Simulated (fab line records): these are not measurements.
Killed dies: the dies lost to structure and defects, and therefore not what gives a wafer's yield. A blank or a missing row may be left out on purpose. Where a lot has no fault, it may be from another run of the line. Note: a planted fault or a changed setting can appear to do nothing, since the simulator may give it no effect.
Chamber matching | flow sky130 | cmp-02 running SKY_VIA4_CMP_21: 4 sister chambers
The step polishes, stops on SiO2, t overpolish 25 s, target thk 0 nm. 8 wafers are shown with their chamber, then 7 later ones without.

## EACH WAFER AND ITS CHAMBER
wafer  | chamber | motor-current-A (A) | overpolish-run-s (s)
L566.2 | 0       | 10.1                | 25.018
L566.4 | 3       | 10.4                | 25.002
L566.6 | 0       | 10.4                | 25.004
L570.3 | 2       | 9.5                 | 24.984
L570.4 | 1       | 10.4                | 24.982
L570.5 | 2       | 9.2                 | 25.004
L571.2 | 1       | 10.8                | 25.011
L571.3 | 3       | 10.6                | 25.001

## WAFERS WHOSE CHAMBER IS MISSING
wafer  | motor-current-A (A) | overpolish-run-s (s)
L571.5 | 10.1                | 24.995
L580.4 | 10.7                | 25.014
L580.5 | 10.7                | 24.999
L580.6 | 9.7                 | 25.001
L581.1 | 10.4                | 24.996
L581.3 | 10.8                | 25.001
L581.4 | 9.4                 | 25.006

## THE CHAMBER EACH PASSED THROUGH
wafer  | from the rows above          | in truth
L571.5 | can't be placed: 0 or 3 or 1 | 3
L580.4 | can't be placed: 3 or 1 or 0 | 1
L580.5 | can't be placed: 1 or 3 or 0 | 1
L580.6 | can't be placed: 2 or 0 or 3 | 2
L581.1 | can't be placed: 3 or 1 or 0 | 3
L581.3 | can't be placed: 1 or 3 or 0 | 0
L581.4 | 2                            | 2
Placed correctly: 1 of 7. Can't be placed from these rows: 6 (the true chamber is among the candidates in 6). Wrongly placed: 0.
How it was worked out, from the rows above alone: a wafer's distance from a chamber is the root of the sum, over the readings, of the square of ((its reading less the chamber's mean) divided by the reading's scatter). If the next closest chamber is less than 2 further off than the closest, the wafer can't be placed; otherwise it belongs to the closest. For every chamber, the mean is computed from those of its wafers that are shown. The scatter: take each reading less its chamber's mean, square it, sum over the shown wafers, divide by the number of wafers less the number of chambers, and take the root.
